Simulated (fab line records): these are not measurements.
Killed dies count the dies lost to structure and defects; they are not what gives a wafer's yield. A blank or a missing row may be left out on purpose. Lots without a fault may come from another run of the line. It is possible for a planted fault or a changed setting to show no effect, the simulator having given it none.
Which tool did it?	flow gf180mcu	13 lots with 39 wafers sampled at 6 steps, on a route of 602 steps

## WHAT THE GAUGES READ, wafer by wafer
GF_HV_LDD_TW_MEAS_11.
lot	measured	on	HV_LDD_TW
L808	day 10 12:08	filmMetro-02	2368 2384 2389
L809	day 10 14:09	filmMetro-03	2369 2366 2378
L810	day 11 04:59	filmMetro-01	2426 2423 2425
L811	day 11 16:21	filmMetro-01	2415 2402 2421
L812	day 12 02:27	filmMetro-01	2401 2427 2428
L815	day 13 01:10	filmMetro-02	2358 2366 2339
L817	day 13 17:39	filmMetro-02	2363 2363 2357
L818	day 13 18:54	filmMetro-02	2366 2355 2373
L820	day 14 05:10	filmMetro-01	2478 2474 2474
L821	day 14 04:37	filmMetro-01	2386 2389 2393
L822	day 15 00:30	filmMetro-01	2381 2385 2397
L825	day 15 09:29	filmMetro-01	2476 2476 2467
L830	day 16 19:22	filmMetro-03	2382 2391 2371

GF_HV_LDD_CD_MEAS_19: the cd target is 400 nm.
lot	measured	on	cdNm (nm)
L808	day 11 05:05	cdSem-01	401.3 402.6 403.8
L809	day 11 07:06	cdSem-02	395.4 396.8 396.1
L810	day 11 22:00	cdSem-02	400.6 399.7 397.1
L811	day 12 08:48	cdSem-02	399.4 399.1 400.4
L812	day 12 19:03	cdSem-01	403.0 401.8 402.2
L815	day 13 21:22	cdSem-02	400.5 398.7 400.4
L817	day 14 13:41	cdSem-01	400.6 400.9 398.7
L818	day 14 15:51	cdSem-01	399.7 401.1 399.8
L820	day 15 01:25	cdSem-01	396.8 398.8 398.4
L821	day 15 01:05	cdSem-01	401.2 399.6 399.2
L822	day 15 22:09	cdSem-01	399.4 399.4 401.7
L825	day 16 07:16	cdSem-01	396.8 403.6 400.6
L830	day 17 18:16	cdSem-01	399.2 398.8 398.6

GF_HV_LDD_OVL_MEAS_32.
lot	measured	on	HV_LDD_02_OVL (nm)
L808	day 11 22:58	overlay-02	1.0 1.4 0.3
L809	day 12 00:04	overlay-02	1.6 1.8 2.5
L810	day 12 15:25	overlay-02	1.9 1.3 4.3
L811	day 13 03:55	overlay-02	-2.0 -1.6 0.3
L812	day 13 14:49	overlay-01	0.0 -0.9 -0.3
L815	day 14 18:49	overlay-02	-0.3 -0.5 0.0
L817	day 15 10:04	overlay-01	-1.7 -1.8 -2.6
L818	day 15 13:22	overlay-02	2.6 3.1 1.5
L820	day 15 23:37	overlay-01	-1.0 -1.2 1.1
L821	day 15 23:18	overlay-02	-0.4 0.5 -1.2
L822	day 16 20:18	overlay-01	-1.8 -1.0 0.0
L825	day 17 05:59	overlay-02	1.8 1.6 0.1
L830	day 18 18:16	overlay-02	0.5 1.1 0.8

GF_HV_LDD_RS_MEAS_53: measures by four-point-probe.
lot	measured	on	HV_LDD_RS (ohm/sq)
L808	day 12 16:46	filmMetro-02	419.5 418.9 418.7
L809	day 12 17:44	filmMetro-02	420.8 420.4 419.8
L810	day 13 12:05	filmMetro-01	418.6 417.5 417.0
L811	day 14 01:19	filmMetro-02	419.7 419.7 418.7
L812	day 14 11:46	filmMetro-03	419.8 419.1 420.9
L815	day 15 17:20	filmMetro-03	417.7 417.0 419.2
L817	day 16 09:13	filmMetro-03	419.0 419.5 420.5
L818	day 16 13:28	filmMetro-01	417.6 417.3 417.4
L820	day 16 22:48	filmMetro-01	414.4 413.4 413.9
L821	day 16 22:41	filmMetro-03	416.5 417.3 418.2
L822	day 17 21:02	filmMetro-01	418.2 418.0 416.9
L825	day 18 06:11	filmMetro-01	416.6 414.9 414.7
L830	day 19 19:17	filmMetro-02	418.8 419.2 419.4

## TOOL THAT RAN EACH LOT (tool first, then ch and the chambers of the sampled wafers, then the start)
lot	GF_VT_IMPLANT_STRIP_09	GF_HV_LDD_IMPLANT_09
L808	plasmaAsher-04 ch 0,1, day 5 21:17	implanter-04 ch 0, day 10 11:53
L809	plasmaAsher-01 ch 0,1, day 6 00:44	implanter-03 ch 0, day 10 13:54
L810	plasmaAsher-04 ch 0,1, day 6 11:55	implanter-04 ch 0, day 11 04:47
L811	plasmaAsher-04 ch 0,1, day 6 17:02	implanter-02 ch 0, day 11 16:06
L812	plasmaAsher-04 ch 0,1, day 6 23:44	implanter-04 ch 0, day 12 02:12
L815	plasmaAsher-04 ch 1, day 7 14:45	implanter-03 ch 0, day 13 00:56
L817	plasmaAsher-01 ch 0,1, day 8 05:32	implanter-02 ch 0, day 13 17:24
L818	plasmaAsher-01 ch 0,1, day 8 10:53	implanter-02 ch 0, day 13 18:39
L820	plasmaAsher-03 ch 0,1, day 8 22:35	implanter-04 ch 0, day 14 04:56
L821	plasmaAsher-01 ch 0, day 9 01:59	implanter-04 ch 0, day 14 04:22
L822	plasmaAsher-03 ch 1, day 9 09:22	implanter-02 ch 0, day 15 00:15
L825	plasmaAsher-03 ch 0,1, day 10 02:52	implanter-04 ch 0, day 15 09:17
L830	plasmaAsher-01 ch 0,1, day 11 11:30	implanter-03 ch 0, day 16 19:08
- GF_VT_IMPLANT_STRIP_09: strips in O2/N2.
- GF_HV_LDD_IMPLANT_09

## AS READ BY THE TOOLS THEMSELVES (means over the sampled wafers that have a number; for cases with no such wafer, the mark the record gives instead)
GF_VT_IMPLANT_STRIP_09.
lot	tool	drypumpMotorCurrentA (A)	heaterPowerW (W)	oesProductAu (a.u.)	stripTimeToEndpointS (s)
L808	plasmaAsher-04	5.69	339	0.717	12.65
L809	plasmaAsher-01	5.74	351	0.714	12.62
L810	plasmaAsher-04	5.79	352	0.716	12.61
L811	plasmaAsher-04	5.71	338	0.713	12.66
L812	plasmaAsher-04	5.72	345	0.711	12.64
L815	plasmaAsher-04	5.64	333	0.717	12.62
L817	plasmaAsher-01	5.75	351	0.715	12.67
L818	plasmaAsher-01	5.75	343	0.714	12.63
L820	plasmaAsher-03	5.94	342	0.716	12.65
L821	plasmaAsher-01	5.75	357	0.717	12.64
L822	plasmaAsher-03	5.85	355	0.716	12.66
L825	plasmaAsher-03	6.03	334	0.711	12.71
L830	plasmaAsher-01	5.73	344	0.715	12.69

GF_HV_LDD_IMPLANT_09.
lot	tool	beamEnergyKeV
L808	implanter-04	40.015
L809	implanter-03	39.995
L810	implanter-04	39.994
L811	implanter-02	40.002
L812	implanter-04	40.001
L815	implanter-03	39.984
L817	implanter-02	39.987
L818	implanter-02	40.006
L820	implanter-04	45.619
L821	implanter-04	39.999
L822	implanter-02	40.006
L825	implanter-04	45.635
L830	implanter-03	40.027

## THE ANSWER, worked out from the rows above alone
Rule: the usual values come from the lots themselves. The widest of any qualifying gaps counts: lots, ordered by their means at a reading, are off when they make up no more than a third of the lots, leave a main group of 4 or more, and stand apart from it by 3 or more times the standard deviation of that group's means. A main group is skipped when, at the precision printed for the reading in the tables above, its means are all equal. Also off: a lot with no number at a reading for which 4 or more lots have one. Any other lot the step has rows for is counted as sound. After the gauges, taken in route order, come the tools' own readings; for these a lot's mean is taken, as printed above. At the first step where some lot is off, the reading lying furthest off is the one used; lots without a number count as furthest.
Off: L820, L825 (GF_HV_LDD_IMPLANT_09, beamEnergyKeV). The main group has a mean of 40.001 with a standard deviation of 0.012.
If a tool, at that step or one of the process steps before it, ran each lot that is off and ran no sound lot following the first of them, it fits. One candidate fits, namely implanter-04 at GF_HV_LDD_IMPLANT_09. A fault onset in the window from L821 (day 14 04:22, its last sound lot) to L820 (day 14 04:56, its first lot off) fits.
On the lots that are off, the tool's own readings at GF_HV_LDD_IMPLANT_09 differ by more than 5 times the standard deviation of the sound lots' means, which bears it out; beamEnergyKeV reads 45.627 there versus 40.001 on the sound lots.

## WHAT HAD BEEN PUT IN BY THE SIMULATOR
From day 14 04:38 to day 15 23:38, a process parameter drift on implanter-04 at GF_HV_LDD_IMPLANT_09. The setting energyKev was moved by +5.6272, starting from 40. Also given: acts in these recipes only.
Struck lots among those shown: L820, L825. This agrees with what the rule above found.
